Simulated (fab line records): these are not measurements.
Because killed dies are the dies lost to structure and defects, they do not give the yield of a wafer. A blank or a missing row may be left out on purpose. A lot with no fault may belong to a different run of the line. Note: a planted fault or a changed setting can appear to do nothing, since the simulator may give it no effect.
What tool caused it? / flow gf180mcu / 36 wafers from 12 lots sampled at 5 of the route's 602 steps

WHAT EACH GAUGE READ, for each wafer
GF_MIM_THK_MEAS_11: measures by xrf. Usual: MIM_ALCU_THK 197.1 nm, standard deviation 2.6.
lot=L409; measured=day 25 12:19; on=film_metro-02; MIM_ALCU_THK (nm)=195.0 194.5 194.8; flag=
lot=L410; measured=day 25 16:32; on=film_metro-04; MIM_ALCU_THK (nm)=196.6 194.8 195.3; flag=
lot=L411; measured=day 25 19:40; on=film_metro-04; MIM_ALCU_THK (nm)=194.2 193.8 195.5; flag=
lot=L413; measured=day 26 01:42; on=film_metro-01; MIM_ALCU_THK (nm)=195.5 195.1 195.8; flag=
lot=L412; measured=day 26 05:59; on=film_metro-01; MIM_ALCU_THK (nm)=193.7 192.1 193.5; flag=
lot=L414; measured=day 26 15:37; on=film_metro-02; MIM_ALCU_THK (nm)=197.9 196.2 196.9; flag=
lot=L415; measured=day 26 23:34; on=film_metro-02; MIM_ALCU_THK (nm)=199.0 198.9 199.9; flag=
lot=L416; measured=day 27 04:25; on=film_metro-04; MIM_ALCU_THK (nm)=198.3 199.2 200.6; flag=
lot=L421; measured=day 28 18:47; on=film_metro-02; MIM_ALCU_THK (nm)=201.3 200.4 202.1; flag=
lot=L423; measured=day 29 13:49; on=film_metro-04; MIM_ALCU_THK (nm)=197.2 197.7 199.4; flag=
lot=L428; measured=day 30 15:44; on=film_metro-02; MIM_ALCU_THK (nm)=198.4 200.1 197.8; flag=
lot=L430; measured=day 31 06:10; on=film_metro-02; MIM_ALCU_THK (nm)=197.5 197.8 198.7; flag=

GF_TOP_METAL_CD_MEAS_14: target cd 440 nm. Usual: cd_nm 439.0 nm, standard deviation 2.1.
lot=L409; measured=day 28 23:01; on=cd_sem-01; cd_nm (nm)=438.1 438.6 437.7; flag=
lot=L410; measured=day 29 03:57; on=cd_sem-01; cd_nm (nm)=441.6 441.9 440.4; flag=
lot=L411; measured=day 29 08:25; on=cd_sem-01; cd_nm (nm)=436.8 436.0 433.8; flag=
lot=L413; measured=day 29 12:43; on=cd_sem-02; cd_nm (nm)=441.7 441.6 441.6; flag=
lot=L412; measured=day 29 15:53; on=cd_sem-02; cd_nm (nm)=442.4 437.9 437.9; flag=
lot=L414; measured=day 30 00:44; on=cd_sem-01; cd_nm (nm)=440.3 441.2 439.3; flag=
lot=L415; measured=day 30 10:17; on=cd_sem-02; cd_nm (nm)=441.6 440.8 440.1; flag=
lot=L416; measured=day 30 11:31; on=cd_sem-01; cd_nm (nm)=438.8 441.3 441.2; flag=
lot=L421; measured=day 31 22:54; on=cd_sem-01; cd_nm (nm)=438.6 442.1 441.7; flag=
lot=L423; measured=day 32 15:56; on=cd_sem-01; cd_nm (nm)=435.7 437.1 439.1; flag=
lot=L428; measured=day 33 14:15; on=cd_sem-01; cd_nm (nm)=438.3 437.5 439.2; flag=
lot=L430; measured=day 34 02:46; on=cd_sem-02; cd_nm (nm)=441.4 438.3 439.6; flag=

GF_PASSIVATION_THK_MEAS_01. Usual: PASSIVATION_CVD_00_THK 997 nm, standard deviation 13.
lot=L409; measured=day 29 00:00; on=film_metro-03; PASSIVATION_CVD_00_THK (nm)=985 1005 1011; flag=
lot=L410; measured=day 29 05:08; on=film_metro-03; PASSIVATION_CVD_00_THK (nm)=996 1019 1004; flag=
lot=L411; measured=day 29 09:22; on=film_metro-04; PASSIVATION_CVD_00_THK (nm)=995 985 1006; flag=
lot=L413; measured=day 29 13:47; on=film_metro-02; PASSIVATION_CVD_00_THK (nm)=982 990 988; flag=
lot=L412; measured=day 29 17:03; on=film_metro-04; PASSIVATION_CVD_00_THK (nm)=991 1001 1003; flag=
lot=L414; measured=day 30 01:42; on=film_metro-04; PASSIVATION_CVD_00_THK (nm)=989 998 996; flag=
lot=L415; measured=day 30 11:14; on=film_metro-03; PASSIVATION_CVD_00_THK (nm)=983 1014 1003; flag=
lot=L416; measured=day 30 12:39; on=film_metro-02; PASSIVATION_CVD_00_THK (nm)=994 1009 1018; flag=
lot=L421; measured=day 31 23:50; on=film_metro-02; PASSIVATION_CVD_00_THK (nm)=975 1004 991; flag=
lot=L423; measured=day 32 17:04; on=film_metro-03; PASSIVATION_CVD_00_THK (nm)=976 1010 999; flag=
lot=L428; measured=day 33 15:32; on=film_metro-03; PASSIVATION_CVD_00_THK (nm)=982 1007 1518 982 1008 1518; flag=OFF
lot=L430; measured=day 34 03:43; on=film_metro-04; PASSIVATION_CVD_00_THK (nm)=974 980 992; flag=

TOOL THAT RAN EACH LOT (tool first, then ch and the chambers of the sampled wafers, then the start)
lot=L409; GF_MIM_SPUTTER_00=pvd_sputter-04, day 25 11:46; GF_PASSIVATION_CVD_00=pecvd-04 ch 0,1, day 28 23:52
lot=L410; GF_MIM_SPUTTER_00=pvd_sputter-04, day 25 16:00; GF_PASSIVATION_CVD_00=pecvd-04 ch 0,1, day 29 05:01
lot=L411; GF_MIM_SPUTTER_00=pvd_sputter-01, day 25 19:06; GF_PASSIVATION_CVD_00=pecvd-03 ch 0,1, day 29 09:17
lot=L413; GF_MIM_SPUTTER_00=pvd_sputter-04, day 26 01:09; GF_PASSIVATION_CVD_00=pecvd-02 ch 0,2, day 29 13:40
lot=L412; GF_MIM_SPUTTER_00=pvd_sputter-03, day 26 05:27; GF_PASSIVATION_CVD_00=pecvd-04 ch 1, day 29 16:56
lot=L414; GF_MIM_SPUTTER_00=pvd_sputter-04, day 26 15:04; GF_PASSIVATION_CVD_00=pecvd-02 ch 0,2, day 30 01:36
lot=L415; GF_MIM_SPUTTER_00=pvd_sputter-01, day 26 23:01; GF_PASSIVATION_CVD_00=pecvd-02 ch 0,1,2, day 30 11:08
lot=L416; GF_MIM_SPUTTER_00=pvd_sputter-04, day 27 03:52; GF_PASSIVATION_CVD_00=pecvd-04 ch 1,2, day 30 12:34
lot=L421; GF_MIM_SPUTTER_00=pvd_sputter-03, day 28 18:15; GF_PASSIVATION_CVD_00=pecvd-02 ch 1,2, day 31 23:46
lot=L423; GF_MIM_SPUTTER_00=pvd_sputter-01, day 29 13:16; GF_PASSIVATION_CVD_00=pecvd-02 ch 1,2, day 32 16:59
lot=L428; GF_MIM_SPUTTER_00=pvd_sputter-04, day 30 15:12; GF_PASSIVATION_CVD_00=pecvd-02 ch 0,1,2, day 33 15:28
lot=L430; GF_MIM_SPUTTER_00=pvd_sputter-01, day 31 05:37; GF_PASSIVATION_CVD_00=pecvd-03 ch 1,2, day 34 03:37
- GF_MIM_SPUTTER_00: material Ti, target thk 37.5 nm, time 150 s.
- GF_PASSIVATION_CVD_00: deposits SiO2 from TEOS, target thk 1000 nm, time 111.95 s.

WHAT THE TOOLS THEMSELVES READ (means of the sampled wafers that have a number; where no wafer has one, the mark that the record gives instead)
GF_MIM_SPUTTER_00. Usual: throttle_valve_pct 30.3 %, standard deviation 0.93.
lot=L409; tool=pvd_sputter-04; throttle_valve_pct (%)=30.3; flag=
lot=L410; tool=pvd_sputter-04; throttle_valve_pct (%)=32.0; flag=
lot=L411; tool=pvd_sputter-01; throttle_valve_pct (%)=30.1; flag=
lot=L413; tool=pvd_sputter-04; throttle_valve_pct (%)=29.5; flag=
lot=L412; tool=pvd_sputter-03; throttle_valve_pct (%)=29.7; flag=
lot=L414; tool=pvd_sputter-04; throttle_valve_pct (%)=30.2; flag=
lot=L415; tool=pvd_sputter-01; throttle_valve_pct (%)=30.3; flag=
lot=L416; tool=pvd_sputter-04; throttle_valve_pct (%)=30.4; flag=
lot=L421; tool=pvd_sputter-03; throttle_valve_pct (%)=30.5; flag=
lot=L423; tool=pvd_sputter-01; throttle_valve_pct (%)=29.6; flag=
lot=L428; tool=pvd_sputter-04; throttle_valve_pct (%)=29.6; flag=
lot=L430; tool=pvd_sputter-01; throttle_valve_pct (%)=30.0; flag=

GF_PASSIVATION_CVD_00. Usual: heater_power_w 667 W, standard deviation 95; rf_fwd_power_W 596.6 W, standard deviation 2; run_length_s 139.7 s, standard deviation 0.49.
lot=L409; tool=pecvd-04; heater_power_w (W)=691; rf_fwd_power_W (W)=595.0; run_length_s (s)=139.4; flag=
lot=L410; tool=pecvd-04; heater_power_w (W)=663; rf_fwd_power_W (W)=593.9; run_length_s (s)=139.9; flag=
lot=L411; tool=pecvd-03; heater_power_w (W)=632; rf_fwd_power_W (W)=595.9; run_length_s (s)=139.9; flag=
lot=L413; tool=pecvd-02; heater_power_w (W)=549; rf_fwd_power_W (W)=598.3; run_length_s (s)=139.4; flag=
lot=L412; tool=pecvd-04; heater_power_w (W)=613; rf_fwd_power_W (W)=596.2; run_length_s (s)=140.1; flag=
lot=L414; tool=pecvd-02; heater_power_w (W)=599; rf_fwd_power_W (W)=597.9; run_length_s (s)=139.9; flag=
lot=L415; tool=pecvd-02; heater_power_w (W)=657; rf_fwd_power_W (W)=597.8; run_length_s (s)=139.5; flag=
lot=L416; tool=pecvd-04; heater_power_w (W)=651; rf_fwd_power_W (W)=598.4; run_length_s (s)=139.9; flag=
lot=L421; tool=pecvd-02; heater_power_w (W)=624; rf_fwd_power_W (W)=595.2; run_length_s (s)=139.7; flag=
lot=L423; tool=pecvd-02; heater_power_w (W)=635; rf_fwd_power_W (W)=595.6; run_length_s (s)=139.9; flag=
lot=L428; tool=pecvd-02; heater_power_w (W)=710; rf_fwd_power_W (W)=597.3; run_length_s (s)=158.5; flag=OFF
lot=L430; tool=pecvd-03; heater_power_w (W)=648; rf_fwd_power_W (W)=595.8; run_length_s (s)=140.3; flag=

THE ANSWER, worked out from the rows above alone
Rule: a lot is off if the mean of its wafers that have a number lies more than 3 standard deviations from the usual mean. Also off: a lot with no number at a reading for which 4 or more lots have one. All remaining lots with rows at the step are treated as sound. Order of review: gauges by route order, followed by the tools' own readings, for which a lot's mean as printed above is used. The first step at which some lot is off is used, and at that step the reading that is off furthest; a lot without a number counts as furthest.
Off: at GF_PASSIVATION_THK_MEAS_01 (PASSIVATION_CVD_00_THK), L428.
If a tool, at a process step before that reading, ran all the lots that are off and no sound lot after the first of them, it fits. Not tried: the gauges at GF_PASSIVATION_THK_MEAS_01; whatever is off there is also off at GF_PASSIVATION_CVD_00, on other tools, and gauge error can't account for it. Undecided on this evidence; 2 tools fit (pvd_sputter-04 at GF_MIM_SPUTTER_00, pecvd-02 at GF_PASSIVATION_CVD_00).

WHAT THE SIMULATOR HAD INSERTED
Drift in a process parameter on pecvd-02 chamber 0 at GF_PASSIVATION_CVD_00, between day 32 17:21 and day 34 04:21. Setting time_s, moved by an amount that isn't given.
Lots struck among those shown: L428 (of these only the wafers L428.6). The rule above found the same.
